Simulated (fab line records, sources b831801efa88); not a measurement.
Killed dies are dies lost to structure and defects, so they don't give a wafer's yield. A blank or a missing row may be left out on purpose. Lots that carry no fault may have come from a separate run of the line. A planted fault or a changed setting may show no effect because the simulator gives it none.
Struck lot and sound lot, side by side ; flow sky130 ; 17 out of 708 route steps
Sound: the wafers L211.1, L211.2, L211.3. Wafers struck: L224.1, L224.2, L224.5. The cause is given at the end.
Per side, at each step with rows, come the tool, then ch with its chambers, and then its first start. Under that, the readings that differ: sound wafers ; struck wafers ; difference of the means ; sigmas: that difference in standard deviations of wafers without a fault.
alike: words and numbers the same on both sides, and readings whose means are apart by under 2 such deviations; not compared: readings that were withheld, readings missing a value for some wafer, numbers with overlapping values and no deviation given by the record, and bounds like >300 which may hide the same value.
A row with sigmas, a row that says differs or no value, or rows on one side alone: a step with any of these is where the two part. When numbers do not overlap yet have no deviation, they are printed without sigmas and do not part them. A reading missing from all wafers of one side parts the sides only when that side holds two or more wafers.

first, 5 steps without rows for these wafers: SKY_SD_N_COAT_02 (resist thk 1140 nm); SKY_SD_N_SOFTBAKE_03 (time 60 s); SKY_SD_N_EXPOSE_04 (exposes mask NSDM, target cd 380 nm); SKY_SD_N_PEB_05; SKY_SD_N_DEVELOP_06 (develop time 60 s).
SKY_SD_N_CD_MEAS_07: target cd 380 nm.
  sound on cd_sem-02, day 29 13:28; struck on cd_sem-01, day 33 01:19
  alike: cd_nm
SKY_SD_N_OVL_MEAS_08:
  sound on overlay-02, day 29 13:35; struck on overlay-02, day 33 01:26
  alike: SD_N_OVL
then, 2 steps without rows for these wafers: SKY_SD_N_IMPLANT_09; SKY_SD_N_IMPLANT_10.
SKY_SD_N_STRIP_11: strips in O2/N2.
  sound on plasma_asher-04 ch 0,1, day 29 13:55; struck on plasma_asher-04 ch 0,1, day 33 01:46
  alike: drypump_motor_current_A, oes_product_au, strip_time_to_endpoint_s
  not compared: rf_hours_counter_h
SKY_SD_N_TW_MEAS_12:
  sound on film_metro-03, day 29 14:01; struck on film_metro-02, day 33 01:52
  alike: SD_N_TW
then, 1 step without rows for these wafers: SKY_SD_N_CLEAN_13 (cleans in SC1/SC2, time 150 s).
SKY_SD_N_RTA_14: time 2 s.
  sound on rtp_anneal-01 ch 0, day 29 14:08; struck on rtp_anneal-02 ch 0, day 33 01:59
reading;sound;struck;difference;sigmas
lamp_power_pct (%);15.67 15.73 15.76;15.02 14.90 15.02;-0.74;-14
  alike: wafer_temp_C_max
SKY_SD_N_RS_MEAS_16: measurement is done with a four-point probe.
  sound on film_metro-03, day 29 14:18; struck on film_metro-01, day 33 02:10
reading;sound;struck;difference;sigmas
SD_N_RS (ohm/sq);68.61 68.53 68.48;72.01 72.04 72.03;+3.49;+29
SKY_SD_N_RS_MEAS_17: measurement is done with a four-point probe.
  sound on film_metro-03, day 29 14:25; struck on film_metro-01, day 33 02:17
reading;sound;struck;difference;sigmas
SD_P_RS (ohm/sq);147.6 146.7 147.0;167.1 167.5 167.4;+20.2;+52
SKY_SD_N_RS_MEAS_18: measurement is done with a four-point probe.
  sound on film_metro-03, day 29 14:32; struck on film_metro-01, day 33 02:24
  alike: RES_XHIGH_RS
-- record jumps: 16 days separate the struck wafers' starts on either side; left off in module SD_N, taken up again in module PAD_OPEN, whose first shown step is the route's number 708 --
SKY_PAD_OPEN_PROBE_99:
  sound on prober-01, day 47 05:07; struck on prober-01, day 49 13:02
reading;sound;struck;difference;sigmas
model.etest.res_xhigh_po.line_ohm_um;5970 6019 5855;7622 7496 7559;+1611;
model.etest.res_xhigh_po.rs_ohm_sq;2050 2092 2062;2650 2615 2643;+568;
model.etest.pfet_01v8.r_on_ohm_um;2695 2792 2776;3047 3058 3096;+313;
model.etest.tip_p.rs_ohm_sq;6883 6902 6918;7028 6981 6982;+96;
model.etest.res_pdiff.line_ohm_um;1318 1376 1307;1575 1604 1580;+253;
model.etest.res_high_po.line_ohm_um;779.9 753.8 760.6;914.9 910.1 909.5;+146.7;
model.etest.licon_high_po.rc_ohm;340.2 351 354.8;494.6 480.3 485.9;+138.3;
  alike: killed_at_M0_to_M3, killed_at_M4_up, killed_at_contacts, killed_at_front_end, killed_at_other, killed_dies, killed_open, killed_short
  not compared: model.etest.pfet_g5v0d10v5.r_on_ohm_um

== WHERE THEY PART ==
Earliest at SKY_SD_N_RTA_14; latest, in this record, at SKY_SD_N_RS_MEAS_17. Later steps at which nothing parts them and some readings are alike: SKY_SD_N_RS_MEAS_18, SKY_PAD_OPEN_PROBE_99.

WHY: what had been put in by the simulator
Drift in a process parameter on rtp_anneal-02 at SKY_SD_N_RTA_14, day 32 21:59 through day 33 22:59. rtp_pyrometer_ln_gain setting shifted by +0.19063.
